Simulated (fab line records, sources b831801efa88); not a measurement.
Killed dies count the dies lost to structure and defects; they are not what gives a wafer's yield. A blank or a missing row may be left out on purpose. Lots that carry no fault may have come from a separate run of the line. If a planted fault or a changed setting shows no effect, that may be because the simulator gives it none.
What tool caused it? -- flow gf180mcu -- 10 lots with 30 wafers sampled at 4 steps, on a route of 602 steps

WHAT THE GAUGES READ, wafer by wafer
GF_PSD_RS_MEAS_14: a four-point-probe measurement.
lot,measured,on,NSD_RS (ohm/sq)
L974,day 14 21:35,filmMetro-03,46.20 46.06 46.16
L977,day 15 15:27,filmMetro-01,46.10 46.12 46.25
L982,day 17 01:19,filmMetro-01,46.10 46.22 46.14
L983,day 17 06:41,filmMetro-03,46.01 46.08 46.13
L986,day 18 16:07,filmMetro-02,46.15 46.21 46.27
L988,day 19 08:47,filmMetro-03,44.30 44.31 44.23 44.34 44.23 44.27
L989,day 19 20:47,filmMetro-03,44.34 44.30 44.37 44.37 44.40 44.33
L990,day 19 23:43,filmMetro-02,44.39 44.48 44.41 44.34 44.39 44.48
L991,day 20 10:02,filmMetro-03,46.17 46.12 46.12
L993,day 21 00:16,filmMetro-02,46.07 46.09 46.17

WHAT TOOL EACH LOT RAN ON (gives the tool, then ch and the chambers of the sampled wafers, and finally the start)
lot,GF_HV_LDD_STRIP_10,GF_NSD_IMPLANT_09,GF_NSD_STRIP_11
L974,"plasmaAsher-04 ch 0,1, day 11 03:10","implanter-04 ch 0, day 14 00:16","plasmaAsher-02 ch 0,1, day 14 00:33"
L977,"plasmaAsher-02 ch 0,1, day 11 16:47","implanter-04 ch 0, day 14 17:29","plasmaAsher-04 ch 0,1, day 14 17:46"
L982,"plasmaAsher-02 ch 0,1, day 13 00:28","implanter-03 ch 0, day 16 01:55","plasmaAsher-04 ch 0,1, day 16 02:12"
L983,"plasmaAsher-02 ch 0,1, day 13 03:34","implanter-02 ch 0, day 16 07:49","plasmaAsher-04 ch 0,1, day 16 08:06"
L986,"plasmaAsher-01 ch 0,1, day 13 18:49","implanter-03 ch 0, day 17 14:37","plasmaAsher-04 ch 0,1, day 17 14:54"
L988,"plasmaAsher-01 ch 0,1, day 14 10:13","implanter-03 ch 0, day 18 07:43","plasmaAsher-02 ch 0,1, day 18 07:59"
L989,"plasmaAsher-01 ch 0,1, day 14 21:27","implanter-03 ch 0, day 18 20:43","plasmaAsher-04 ch 0,1, day 18 20:59"
L990,"plasmaAsher-04 ch 0,1, day 15 02:19","implanter-03 ch 0, day 19 00:22","plasmaAsher-04 ch 0,1, day 19 00:39"
L991,"plasmaAsher-02 ch 0,1, day 15 13:53","implanter-04 ch 0, day 19 12:46","plasmaAsher-02 ch 0,1, day 19 13:04"
L993,"plasmaAsher-04 ch 0,1, day 15 22:02","implanter-02 ch 0, day 19 23:47","plasmaAsher-03 ch 0,1, day 20 00:05"
- GF_HV_LDD_STRIP_10: strips in O2/N2.
- GF_NSD_IMPLANT_09
- GF_NSD_STRIP_11: strips in O2/N2.

THE ANSWER, worked out from the rows above alone
Rule: what is usual is taken from the lots themselves. The widest of any qualifying gaps counts: lots, ordered by their means at a reading, are off when they make up no more than a third of the lots, leave a main group of 4 or more, and stand apart from it by 3 or more times the standard deviation of that group's means. Not used: any main group whose means are identical at the precision the tables above print for the reading. Also off: a lot with no number at a reading for which 4 or more lots have one. Any other lot the step has rows for is counted as sound.
Off: L988, L989, L990, at GF_PSD_RS_MEAS_14 (NSD_RS). The main group: mean 46.14 ohm/sq, standard deviation 0.039.
A tool fits if, at a process step before that reading, it ran every lot that is off, and no sound lot after the first of them. Those tools and the gauges at GF_PSD_RS_MEAS_14 are tried in the same way. One fits: GF_NSD_IMPLANT_09 on implanter-03. A fault onset in the window from L986 (day 17 14:37, its last sound lot) to L988 (day 18 07:43, its first lot off) fits.

WHAT HAD BEEN PUT IN BY THE SIMULATOR
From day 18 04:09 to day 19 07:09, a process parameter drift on implanter-03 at GF_NSD_IMPLANT_09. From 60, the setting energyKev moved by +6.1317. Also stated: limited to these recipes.
Shown lots that were struck: L988, L989, L990. The rule given above showed the same thing.
